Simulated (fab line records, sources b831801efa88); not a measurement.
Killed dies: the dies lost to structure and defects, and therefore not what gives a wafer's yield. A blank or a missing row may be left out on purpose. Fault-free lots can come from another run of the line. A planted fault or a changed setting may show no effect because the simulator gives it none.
Which of the tools did it? ; flow sky130 ; 33 wafers from 11 lots sampled at 5 of the route's 708 steps

== WHAT EACH GAUGE READ, for each wafer ==
Not one reading of a measure or inspect step in the record can be checked against a usual standard deviation.

== TOOL THAT RAN EACH LOT (tool first, then ch and the chambers of the sampled wafers, then the start) ==
lot;SKY_VIA2_CMP_02;SKY_VIA2_ETCH_15;SKY_VIA2_CMP_24;SKY_METAL3_SPUTTER_02;SKY_PAD_OPEN_PROBE_99
L724;cmp-02 ch 1,2, day 35 04:08;rieDiel-02 ch 2,3, day 36 05:29;cmp-02 ch 0,1,2, day 36 06:39;pvdSputter-04, day 36 06:53;prober-01, day 45 16:49
L729;cmp-02 ch 0,2, day 36 14:54;rieDiel-01 ch 0,1,3, day 37 17:08;cmp-01 ch 0,1,2, day 37 18:20;pvdSputter-04, day 37 18:41;prober-02, day 46 21:41
L731;cmp-01 ch 1,3, day 38 02:31;rieDiel-03 ch 1,3, day 39 04:41;cmp-02 ch 1,2,3, day 39 06:05;pvdSputter-04, day 39 06:20;prober-01, day 48 01:20
L733;cmp-02 ch 0,1,2, day 38 10:56;rieDiel-02 ch 0,3, day 39 12:50;cmp-01 ch 1,2, day 39 13:56;pvdSputter-04, day 39 14:14;prober-01, day 48 08:05
L734;cmp-02 ch 0,1,2, day 39 02:47;rieDiel-03 ch 1,2, day 40 03:50;cmp-02 ch 1,2, day 40 04:52;-;prober-02, day 48 23:14
L735;cmp-02 ch 0,2,3, day 39 05:47;rieDiel-03 ch 0,1, day 40 06:20;cmp-01 ch 1,2, day 40 07:25;-;prober-01, day 48 19:28
L739;cmp-02 ch 0,1,3, day 40 08:26;rieDiel-03 ch 0,2, day 41 08:44;cmp-02 ch 0,1, day 41 09:54;pvdSputter-04, day 41 10:15;prober-01, day 49 13:50
L744;cmp-02 ch 1,2,3, day 41 11:15;rieDiel-01 ch 1,3, day 42 10:44;cmp-02 ch 0,1,2, day 42 11:59;pvdSputter-04, day 42 12:11;prober-02, day 50 12:20
L745;cmp-02 ch 2,3, day 41 16:47;rieDiel-01 ch 0,1,3, day 42 16:53;cmp-01 ch 1,2,3, day 42 18:01;pvdSputter-04, day 42 18:19;prober-01, day 50 16:10
L746;cmp-02 ch 0,1,3, day 42 00:17;rieDiel-01 ch 0,1,2, day 43 00:05;cmp-01 ch 0,1,2, day 43 01:09;pvdSputter-01, day 43 01:27;prober-02, day 50 19:31
L747;cmp-02 ch 1,3, day 42 02:50;rieDiel-02 ch 0,1,2, day 43 01:53;cmp-01 ch 1,3, day 43 02:57;pvdSputter-02, day 43 03:15;prober-01, day 50 20:53
- SKY_VIA2_CMP_02: polishes SiO2.
- SKY_VIA2_ETCH_15: etches SiO2 in C4F8/O2/Ar, stops on TiN, target depth 546 nm, time 84 s.
- SKY_VIA2_CMP_24: polishes, stops on SiO2, t overpolish 20 s, target thk 0 nm.
- SKY_METAL3_SPUTTER_02: material AlCu, target thk 735 nm, time 39.1 s.
- SKY_PAD_OPEN_PROBE_99

== AS READ BY THE TOOLS THEMSELVES (means over the sampled wafers that have a number; for cases with no such wafer, the mark the record gives instead) ==
SKY_VIA2_CMP_02. Usual: edgeZonePressureFrac 1.000, standard deviation 0.0054; headPressurePsi 4.000 psi, standard deviation 0.0095; motorCurrentA 12.2 A, standard deviation 0.93; platenRpm 60.01 rpm, standard deviation 0.043.
lot;tool;edgeZonePressureFrac;headPressurePsi (psi);motorCurrentA (A);platenRpm (rpm);flag
L724;cmp-02;1.000;3.998;13.0;60.05;
L729;cmp-02;0.997;3.993;13.1;59.98;
L731;cmp-01;1.001;4.009;11.2;60.01;
L733;cmp-02;1.001;3.999;12.3;60.02;
L734;cmp-02;0.999;4.000;12.7;60.01;
L735;cmp-02;0.997;4.006;13.1;59.99;
L739;cmp-02;0.996;4.014;12.2;59.99;
L744;cmp-02;1.000;3.996;12.4;60.04;
L745;cmp-02;1.007;4.003;13.2;60.01;
L746;cmp-02;0.996;3.995;12.2;60.05;
L747;cmp-02;0.998;3.994;12.2;59.99;

SKY_VIA2_ETCH_15. Usual: oesProductAu reads 0.939 a.u. (standard deviation 0.0047).
lot;tool;oesProductAu (a.u.);flag
L724;rieDiel-02;0.942;
L729;rieDiel-01;0.936;
L731;rieDiel-03;0.937;
L733;rieDiel-02;0.937;
L734;rieDiel-03;0.939;
L735;rieDiel-03;0.939;
L739;rieDiel-03;0.940;
L744;rieDiel-01;0.942;
L745;rieDiel-01;0.939;
L746;rieDiel-01;0.940;
L747;rieDiel-02;0.936;

SKY_VIA2_CMP_24. Usual: edgeZonePressureFrac 1.000, standard deviation 0.0049; headPressurePsi 3.499 psi, standard deviation 0.0074; motorCurrentA 11.2 A, standard deviation 0.9; overpolishRunS 20.000 s, standard deviation 0.0088; platenRpm 60.00 rpm, standard deviation 0.041; timeToEndpointS 97 s, standard deviation 3.3.
lot;tool;edgeZonePressureFrac;headPressurePsi (psi);motorCurrentA (A);overpolishRunS (s);platenRpm (rpm);timeToEndpointS (s);flag
L724;cmp-02;0.996;3.491;11.4;20.003;59.98;93;
L729;cmp-01;1.003;3.505;11.0;20.003;60.01;93;
L731;cmp-02;0.996;3.492;11.6;19.994;60.04;97;
L733;cmp-01;0.999;3.502;11.8;20.000;59.98;97;
L734;cmp-02;-;-;-;-;-;-;OFF
L735;cmp-01;-;-;-;-;-;-;OFF
L739;cmp-02;1.002;3.508;11.0;20.001;60.00;94;
L744;cmp-02;1.000;3.498;11.7;19.998;60.02;95;
L745;cmp-01;1.001;3.501;10.8;20.005;60.00;95;
L746;cmp-01;0.997;3.499;11.1;19.995;59.99;99;
L747;cmp-01;0.998;3.504;10.6;20.001;60.04;95;

SKY_METAL3_SPUTTER_02. Usual: throttleValvePct reads 29.8 % (standard deviation 0.88).
lot;tool;throttleValvePct (%);flag
L724;pvdSputter-04;30.2;
L729;pvdSputter-04;30.1;
L731;pvdSputter-04;31.0;
L733;pvdSputter-04;30.1;
L739;pvdSputter-04;29.8;
L744;pvdSputter-04;30.7;
L745;pvdSputter-04;29.8;
L746;pvdSputter-01;29.5;
L747;pvdSputter-02;29.6;

SKY_PAD_OPEN_PROBE_99. Usual: defectLimitedYield 82.4 %, standard deviation 1.7; killed_at_M0_to_M3 44, standard deviation 6.9; killed_at_M4_up 3.3, standard deviation 1.7; killedAtContacts 24, standard deviation 4.7; killedAtFrontEnd 15, standard deviation 4.5; killedAtOther 0.2, standard deviation 0.49; killedDies 86, standard deviation 8.4; killedOnRim 17, standard deviation 4.2; killedOpen 47, standard deviation 6.5; killedShort 39, standard deviation 6; sort_bin_3_pad_short 0.9 %, standard deviation 0.4; sort_bin_5_function 10.4 %, standard deviation 1.5; sort_bin_6_memory 6.3 %, standard deviation 1; sortNPass 406, standard deviation 8.4; sortYieldPct 82.4 %, standard deviation 1.7.
lot;tool;defectLimitedYield (%);killed_at_M0_to_M3;killed_at_M4_up;killedAtContacts;killedAtFrontEnd;killedAtOther;killedDies;killedOnRim;killedOpen;killedShort;sort_bin_3_pad_short (%);sort_bin_5_function (%);sort_bin_6_memory (%);sortNPass;sortYieldPct (%);flag
L724;prober-01;81.6;42;3.7;27;18;0.7;90;18;48;42;0.9;10.5;7.0;402;81.6;
L729;prober-02;83.9;37;4.3;23;14;0.0;79;13;42;37;1.1;9.8;5.2;413;83.9;
L731;prober-01;83.2;38;2.3;22;19;0.7;82;14;43;39;1.1;9.8;5.8;410;83.2;
L733;prober-01;83.2;46;2.7;20;14;0.0;83;15;45;38;0.3;11.5;5.1;409;83.2;
L734;prober-02;0.0;451;2.3;27;12;0.3;492;96;48;32;84.6;9.4;6.0;0;0.0;OFF
L735;prober-01;0.0;455;4.0;19;14;0.0;492;96;46;36;84.2;10.4;5.4;0;0.0;OFF
L739;prober-01;83.5;48;3.3;21;9;0.0;81;10;41;40;0.9;9.3;6.2;411;83.5;
L744;prober-02;82.8;44;3.0;24;13;0.0;85;16;44;41;1.1;8.9;7.1;407;82.8;
L745;prober-01;83.0;37;4.0;23;19;0.3;84;17;44;39;0.9;10.0;6.2;408;83.0;
L746;prober-02;81.7;46;4.3;25;15;0.0;90;21;47;43;0.9;11.5;5.8;402;81.7;
L747;prober-01;82.3;46;4.7;20;16;0.0;87;18;46;41;0.5;10.9;6.4;405;82.3;

== THE ANSWER, worked out from the rows above alone ==
Rule: a lot is off if the mean of its wafers that have a number lies more than 3 standard deviations from the usual mean. A lot without any number at a reading at which 4 lots or more have one is off too. Where the step has rows for the other lots, those lots are counted as sound. The gauges are gone through in route order, then the tools' own readings, and for those a lot's mean is taken as printed above. The first step at which some lot is off is used, and at that step the reading that is off furthest; a lot without a number counts as furthest.
Off at SKY_VIA2_CMP_24 (edgeZonePressureFrac): L734, L735. Without a number there: L734, L735.
A tool fits if, at that step or a process step before it, it ran every lot that is off, and no sound lot after the first of them. Not one of the candidates tried fits.

== WHAT THE SIMULATOR HAD PUT IN ==
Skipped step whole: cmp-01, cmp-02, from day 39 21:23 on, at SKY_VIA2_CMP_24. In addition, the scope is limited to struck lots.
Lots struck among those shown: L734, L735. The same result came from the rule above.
